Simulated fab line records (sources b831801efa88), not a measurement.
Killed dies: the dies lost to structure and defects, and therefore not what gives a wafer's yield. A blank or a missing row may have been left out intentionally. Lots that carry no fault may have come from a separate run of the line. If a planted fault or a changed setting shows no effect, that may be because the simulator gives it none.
fab line records	flow sky130
[record] lots = 5	wafers = 13	last_day = 50
route steps=708 shown SD_N@344 SD_P@359 RES_XHIGH@360 PAD_OPEN@708
lots that met no fault: from a run of the same line without faults
start_h: the number of hours between the record's first day and the start of the first shown wafer of the lot	wait_h: hours since the lot's step before	" as in the row above	L1.1+2: one row covering several wafers at once	- either no value or no given start	* or withheld: withheld	< > ~ a bound
route shown NAME@n: NAME is a module with steps in the file, n the number in the route of the first one	usual: mean and standard deviation over wafers with no fault	same: alike in all rows	chamber/n: place in a boat	sites: per-site readings	_std_site: how widely they spread, as a standard deviation	_edge_site: the outer-site mean with the inner-site mean subtracted	radius_mm: how far each site lies from the wafer's centre	mask NAME#n: copy n	behind: tool/chamber where the wafer was last shaped	hold: cause of the lot's hold/its duration in hours/its outcome	device: whichever transistor did not switch (one of n, p or np)	end of line: tests of these same wafers at the route's end	a step given without rows: its recipe and nothing more	killed: not the wafer's yield, but the dies lost to structure and defects at the first sort	map: shows each die of a wafer: x if killed, . if not, _ if none is there
set.NAME: the setting that was run; set.NAME@STEP: the one run at that earlier step	model.NAME: the simulator's own value behind a step, which no gauge read
lots at some steps of the route; a table a step, a row a wafer
services: from which hour (start_h, from the record's first day; less than 0 if before it) a tool's chamber was out of use, for how many hours, and why
[[steps]]
[step SKY_SD_N_COAT_02]
[recipe] resist = NOVOLAK	spin_rpm = 3000	resist_thk_nm = 1140
[step SKY_SD_N_SOFTBAKE_03]
[recipe] temp_c = 89.54	time_s = 60	resist = NOVOLAK
[step SKY_SD_N_EXPOSE_04]
[recipe] mask_id = NSDM	na = 0.6	source_shape = conventional	sigma_outer = 0.6	polarization = unpolarized	target_cd_nm = 380	dose_mj = 141
[step SKY_SD_N_PEB_05]
[recipe] temp_c = withheld	time_s = *	resist = NOVOLAK
[step SKY_SD_N_DEVELOP_06]
[recipe] resist = NOVOLAK	developer = TMAH	develop_time_s = 60	dev_temp_c = 23
[step SKY_SD_N_CD_MEAS_07]
[recipe] target_cd_nm = 380
[usual] cd_nm = 380.8/2
lot.wafer	tool	chamber	start_h	wait_h	cd_nm
L278.1	cd_sem-02	-	645.19	0.1	383.0
L278.2	"	-	"	"	380.1
L278.4	"	-	"	"	382.0
L284.2	cd_sem-01	-	701.01	0.1	380.7
L296.1	cd_sem-02	-	791.54	0.1	382.8
L296.2	"	-	"	"	382.8
L296.6	"	-	"	"	381.0
L297.1	cd_sem-01	-	799.94	0.1	381.4
L297.5	"	-	"	"	382.8
L297.6	"	-	"	"	379.1
L300.1	cd_sem-02	-	818.99	0.1	378.8
L300.2	"	-	"	"	379.6
L300.6	"	-	"	"	379.3
[step SKY_SD_N_OVL_MEAS_08]
[usual] SD_N_OVL = -0.1/1.7
lot.wafer	tool	chamber	start_h	wait_h	SD_N_OVL[nm]
L278.1	overlay-02	-	645.31	0.1	3.0
L278.2	"	-	"	"	0.5
L278.4	"	-	"	"	1.0
L284.2	overlay-02	-	701.11	0.1	0.6
L296.1	overlay-01	-	791.66	0.1	-1.7
L296.2	"	-	"	"	-0.8
L296.6	"	-	"	"	0.9
L297.1	overlay-02	-	800.06	0.1	-0.1
L297.5	"	-	"	"	2.5
L297.6	"	-	"	"	-1.8
L300.1	overlay-01	-	819.11	0.1	-1.1
L300.2	"	-	"	"	0.5
L300.6	"	-	"	"	0.2
[step SKY_SD_N_IMPLANT_09]
[recipe] species = As	energy_kev = 50	dose_cm2 = 4e+15	tilt_deg = 0
[step SKY_SD_N_IMPLANT_10]
[recipe] species = P	energy_kev = 20	dose_cm2 = 1e+14	tilt_deg = 0
[step SKY_SD_N_STRIP_11]
[recipe] chemistry = O2/N2	power_w = 1400	pressure_mtorr = 1500	platen_temp_c = withheld	o2_flow_sccm = 3000	n2_flow_sccm = 300	overash_fraction = 0.5
[usual] drypump_motor_current_A = 5.44/0.27	oes_product_au = 0.528/0.0048	strip_time_to_endpoint_s = 22.57/0.046
lot.wafer	tool	chamber	start_h	wait_h	drypump_motor_current_A	oes_product_au	rf_hours_counter_h	strip_time_to_endpoint_s
L278.1	plasma_asher-04	0	645.65	0.1	4.99	0.537	87	22.62
L278.2	"	1	"	"	5.45	0.523	87	22.64
L278.4	"	1	"	"	5.44	0.534	-	22.62
L284.2	plasma_asher-01	1	701.44	0.1	5.85	0.521	61	22.55
L296.1	plasma_asher-02	0	791.99	0.1	5.53	0.531	30	22.48
L296.2	"	1	"	"	5.57	0.516	30	22.54
L296.6	"	0	"	"	5.54	0.538	-	22.53
L297.1	plasma_asher-04	0	800.40	0.1	4.97	0.530	103	22.65
L297.5	"	1	"	"	5.42	0.526	-	22.62
L297.6	"	0	"	"	5.01	0.534	-	22.64
L300.1	plasma_asher-02	0	819.45	0.1	5.52	0.522	34	22.49
L300.2	"	1	"	"	5.56	0.526	34	22.57
L300.6	"	0	"	"	5.54	0.530	-	22.54
[step SKY_SD_N_TW_MEAS_12]
[usual] SD_N_TW = 3975/55
lot.wafer	tool	chamber	start_h	wait_h	SD_N_TW
L278.1	film_metro-01	-	645.75	0.1	4021
L278.2	"	-	"	"	4022
L278.4	"	-	"	"	4022
L284.2	film_metro-04	-	701.55	0.1	4014
L296.1	film_metro-02	-	792.09	0.1	3915
L296.2	"	-	"	"	3901
L296.6	"	-	"	"	3918
L297.1	film_metro-02	-	800.50	0.1	3891
L297.5	"	-	"	"	3891
L297.6	"	-	"	"	3876
L300.1	film_metro-02	-	819.55	0.1	3900
L300.2	"	-	"	"	3926
L300.6	"	-	"	"	3914
[step SKY_SD_N_CLEAN_13]
[recipe] chemistry = SC1/SC2	mix = 1:4:20	temp_c = 70	time_s = 150	dry = n2_spin
[step SKY_SD_N_RTA_14]
[recipe] temp_c = 1075	time_s = 2	idle_temp_c = 650	ramp_up_c_per_s = 150	ramp_down_c_per_s = 90	ambient = N2
[usual] lamp_power_pct = 15.74/0.044	ramp_up_c_per_s = 150.00/0.028	wafer_temp_C_max = 1078.0/1.3
lot.wafer	tool	chamber	start_h	wait_h	lamp_power_pct	ramp_up_c_per_s	wafer_temp_C_max
L278.1	rtp_anneal-01	0	645.86	0.0	15.78	149.97	1077.4
L278.2	"	0	"	"	15.70	150.00	1078.2
L278.4	"	0	"	"	15.80	150.02	1075.6
L284.2	rtp_anneal-01	0	701.66	0.0	15.77	150.01	1083.7
L296.1	rtp_anneal-02	0	792.20	0.0	15.79	149.99	1077.7
L296.2	"	0	"	"	15.65	149.97	1079.3
L296.6	"	0	"	"	15.76	150.02	1077.6
L297.1	rtp_anneal-02	0	800.61	0.0	15.73	149.99	1078.5
L297.5	"	0	"	"	15.71	150.03	1077.2
L297.6	"	0	"	"	15.73	150.00	1079.1
L300.1	rtp_anneal-01	0	819.66	0.0	15.73	149.96	1078.2
L300.2	"	0	"	"	15.80	149.98	1080.0
L300.6	"	0	"	"	15.77	149.99	1077.3
[step SKY_SD_N_RS_MEAS_16]
[recipe] thk_meas_gauge = four-point-probe
[usual] SD_N_RS = 68.56/0.1
lot.wafer	tool	chamber	start_h	wait_h	SD_N_RS[ohm/sq]
L278.1	film_metro-02	-	646.03	0.1	68.69
L278.2	"	-	"	"	68.66
L278.4	"	-	"	"	68.60
L284.2	film_metro-01	-	701.84	0.1	67.72
L296.1	film_metro-04	-	792.38	0.1	68.46
L296.2	"	-	"	"	68.46
L296.6	"	-	"	"	68.52
L297.1	film_metro-04	-	800.78	0.1	68.45
L297.5	"	-	"	"	68.46
L297.6	"	-	"	"	68.55
L300.1	film_metro-01	-	819.83	0.1	68.43
L300.2	"	-	"	"	68.39
L300.6	"	-	"	"	68.60
[step SKY_SD_N_RS_MEAS_17]
[recipe] thk_meas_gauge = four-point-probe
[usual] SD_P_RS = 147.0/0.33
lot.wafer	tool	chamber	start_h	wait_h	SD_P_RS[ohm/sq]
L278.1	film_metro-02	-	646.15	0.1	147.4
L278.2	"	-	"	"	147.2
L278.4	"	-	"	"	147.4
L284.2	film_metro-01	-	701.96	0.1	143.1
L296.1	film_metro-04	-	792.50	0.1	147.0
L296.2	"	-	"	"	146.9
L296.6	"	-	"	"	146.6
L297.1	film_metro-04	-	800.90	0.1	146.7
L297.5	"	-	"	"	146.8
L297.6	"	-	"	"	147.2
L300.1	film_metro-01	-	819.95	0.1	147.0
L300.2	"	-	"	"	147.1
L300.6	"	-	"	"	147.0
[step SKY_SD_N_RS_MEAS_18]
[recipe] thk_meas_gauge = four-point-probe
[usual] RES_XHIGH_RS = 333.4/1.3
lot.wafer	tool	chamber	start_h	wait_h	RES_XHIGH_RS[ohm/sq]
L278.1	film_metro-02	-	646.27	0.1	332.5
L278.2	"	-	"	"	333.3
L278.4	"	-	"	"	333.4
L284.2	film_metro-01	-	702.08	0.1	331.3
L296.1	film_metro-04	-	792.62	0.1	332.8
L296.2	"	-	"	"	332.1
L296.6	"	-	"	"	330.9
L297.1	film_metro-04	-	801.02	0.1	331.2
L297.5	"	-	"	"	332.2
L297.6	"	-	"	"	332.0
L300.1	film_metro-01	-	820.07	0.1	335.2
L300.2	"	-	"	"	334.9
L300.6	"	-	"	"	335.7
[step SKY_PAD_OPEN_PROBE_99]
[usual] killed_at_M0_to_M3 = 43/7.3	killed_at_M4_up = 3.1/1.8	killed_at_contacts = 24/5.4	killed_at_front_end = 15/4.1	killed_at_other = 0.2/0.52	killed_dies = 86/10	killed_open = 47/7.3	killed_short = 39/6.4
[same] gross_dies = 492	killed_at_back_side = 0
lot.wafer	tool	chamber	start_h	wait_h	killed_at_M0_to_M3	killed_at_M4_up	killed_at_contacts	killed_at_front_end	killed_at_other	killed_dies	killed_open	killed_short	model.etest.res_high_po.line_ohm_um	model.etest.licon_high_po.rc_ohm	model.etest.res_high_po.rs_ohm_sq	model.etest.res_pdiff_hv.rs_ohm_sq	model.etest.res_pdiff.rs_ohm_sq
L278.1	prober-01	-	1074.88	0.1	41	2	28	15	1	87	46	41	784.1	364.9	271.4	191.6	198.1
L278.2	prober-01	-	1074.93	0.1	40	3	25	7	0	75	50	25	777.5	359.8	273.8	193.1	199.6
L278.4	prober-01	-	1075.03	0.2	44	1	15	14	0	74	33	40	767.8	367.9	271.1	194.3	201.6
L284.2	prober-01	-	1116.36	0.1	53	1	18	16	0	88	44	44	721.4	351.6	255.2	187.6	192.7
L296.1	prober-02	-	1175.61	0.1	44	1	33	16	0	94	52	42	734.8	344.6	257.1	191.6	197.1
L296.2	prober-02	-	1175.66	0.1	53	2	21	14	0	90	53	37	719.7	338.7	256.3	193.1	198.8
L296.6	prober-02	-	1175.86	0.2	38	5	18	12	0	73	46	27	721	335.2	258.5	192	198.7
L297.1	prober-02	-	1184.02	0.1	30	3	22	13	0	68	39	29	734.4	350.4	257.9	191.5	197.8
L297.5	prober-02	-	1184.22	0.2	46	7	28	13	1	95	55	40	741.3	349.1	256.9	189.6	195.1
L297.6	prober-02	-	1184.27	0.2	52	6	22	14	0	94	46	48	739.8	357.9	260.8	190	196.6
L300.1	prober-01	-	1192.59	0.1	36	1	27	18	0	82	45	37	767.1	353.5	268.4	192.3	196.2
L300.2	prober-01	-	1192.64	0.1	46	3	27	16	1	93	52	41	744.1	327.2	262.7	193	194.6
L300.6	prober-01	-	1192.84	0.2	41	2	28	17	0	88	45	42	769.8	353.1	267.2	192.3	196.3
// killed by level:class
L278.1 CONTACT:geometric_particle:open=12 VIA1:geometric_particle:short=9 VIA1:geometric_particle:open=9 VIA2:geometric_particle:open=8 CONTACT:geometric_particle:short=8 METAL1:geometric_particle:short=5 FIELD_ISO:geometric_particle:open=4 FIELD_ISO:geometric_particle:short=3
L278.2 CONTACT:geometric_particle:open=11 VIA1:geometric_particle:open=11 VIA1:geometric_particle:short=8 LI_CONTACT:geometric_particle:open=8 VIA2:geometric_particle:open=6 METAL2:geometric_particle:short=4 VIA3:geometric_particle:open=4 METAL3:geometric_particle:short=3
L278.4 VIA1:geometric_particle:short=8 METAL2:geometric_particle:short=8 VIA1:geometric_particle:open=7 LI_CONTACT:geometric_particle:open=6 METAL1:geometric_particle:open=5 METAL3:geometric_particle:short=4 CONTACT:geometric_particle:short=4 FIELD_ISO:geometric_particle:short=3
L284.2 VIA1:geometric_particle:short=10 VIA1:geometric_particle:open=10 LI_CONTACT:geometric_particle:open=7 METAL2:geometric_particle:short=6 METAL1:geometric_particle:short=5 VIA2:geometric_particle:open=5 VIA3:geometric_particle:open=5 FIELD_ISO:geometric_particle:open=4
L296.1 CONTACT:geometric_particle:open=14 VIA3:geometric_particle:open=10 VIA1:geometric_particle:open=8 LI_CONTACT:geometric_particle:open=7 METAL2:geometric_particle:short=6 METAL1:geometric_particle:short=5 FIELD_ISO:geometric_particle:short=4 POLY_GATE:geometric_particle:open=4
L296.2 VIA1:geometric_particle:open=13 LI_CONTACT:geometric_particle:open=6 METAL1:geometric_particle:short=6 VIA1:geometric_particle:short=6 VIA2:geometric_particle:open=6 VIA3:geometric_particle:open=6 POLY_GATE:geometric_particle:open=5 CONTACT:geometric_particle:open=5
L296.6 VIA1:geometric_particle:open=12 CONTACT:geometric_particle:open=7 VIA3:geometric_particle:open=7 LOCAL_INTERCONNECT:geometric_particle:short=4 LI_CONTACT:geometric_particle:open=4 VIA2:geometric_particle:open=4 FIELD_ISO:geometric_particle:short=3 METAL1:geometric_particle:short=3
L297.1 CONTACT:geometric_particle:open=11 VIA1:geometric_particle:open=7 FIELD_ISO:geometric_particle:open=5 CONTACT:geometric_particle:short=5 METAL2:geometric_particle:short=5 METAL1:geometric_particle:short=5 VIA3:geometric_particle:open=5 POLY_GATE:geometric_particle:open=3
L297.5 LI_CONTACT:geometric_particle:open=14 METAL1:geometric_particle:short=10 CONTACT:geometric_particle:open=9 VIA1:geometric_particle:open=9 VIA2:geometric_particle:open=9 VIA1:geometric_particle:short=7 FIELD_ISO:geometric_particle:open=6 METAL4:geometric_particle:short=5
L297.6 VIA3:geometric_particle:open=10 CONTACT:geometric_particle:open=8 VIA1:geometric_particle:open=8 METAL1:geometric_particle:short=6 METAL3:geometric_particle:short=6 LI_CONTACT:geometric_particle:open=5 METAL2:geometric_particle:short=5 VIA2:geometric_particle:short=5
L300.1 LI_CONTACT:geometric_particle:open=9 CONTACT:geometric_particle:open=7 VIA2:geometric_particle:open=7 POLY_GATE:geometric_particle:short=6 POLY_GATE:geometric_particle:open=5 CONTACT:geometric_particle:short=5 VIA1:geometric_particle:open=5 METAL2:geometric_particle:short=5
L300.2 CONTACT:geometric_particle:open=14 VIA1:geometric_particle:open=12 METAL2:geometric_particle:short=6 FIELD_ISO:geometric_particle:open=5 POLY_GATE:geometric_particle:short=5 VIA2:geometric_particle:short=5 CONTACT:geometric_particle:short=4 METAL1:geometric_particle:short=4
L300.6 VIA2:geometric_particle:open=9 LOCAL_INTERCONNECT:geometric_particle:short=8 CONTACT:geometric_particle:open=7 VIA1:geometric_particle:open=6 FIELD_ISO:geometric_particle:short=5 POLY_GATE:geometric_particle:open=5 LI_CONTACT:geometric_particle:open=5 CONTACT:geometric_particle:short=5
[[services]]
tool	chamber	start_h	hours	kind
plasma_asher-02	-	644.63	14.6	pm
plasma_asher-01	-	657.68	0.9	repair
plasma_asher-01	-	663.05	3.1	repair
plasma_asher-01	-	688.58	8.7	repair
plasma_asher-04	-	723.76	2.8	pm
plasma_asher-04	-	775.26	2.3	repair
plasma_asher-01	-	776.04	47.9	pm
[[key]]
[first_sign] step = SKY_SD_N_RTA_14	reading = wafer_temp_C_max	direction = up	sigmas = 4.3	usual = *	struck = *
[effect] step = SKY_SD_N_RS_MEAS_16	reading = SD_N_RS	direction = down	sigmas = 8.2	usual = 68.56	struck = 67.72
[effect] step = SKY_SD_N_RS_MEAS_17	reading = SD_P_RS	direction = down	sigmas = 12	usual = 147.0	struck = 143.1
[model_effect] step = SKY_PAD_OPEN_PROBE_99	value = etest.res_high_po.line_ohm_um	without = 745.1	struck = 721.4
met_at SKY_SD_N_RTA_14
struck_wafers L284.2
tester_left_out L284
onset_between 645.86 701.66
[fault] kind = process_parameter_drift	tool = rtp_anneal-01	chamber = -	onset_h = 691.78	steps = SKY_SD_N_RTA_14	channel = temp_c	offset = *	shape = step	end_h = 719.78	acts_in = *	stated = *
// tester_left_out: of these lots the tester's yield and bins aren't shown, on N5 and GAA mostly nor the transistor test; their killed dies are dies lost to structure and defects alone, not to doping, threshold or leakage, so they don't give the yield
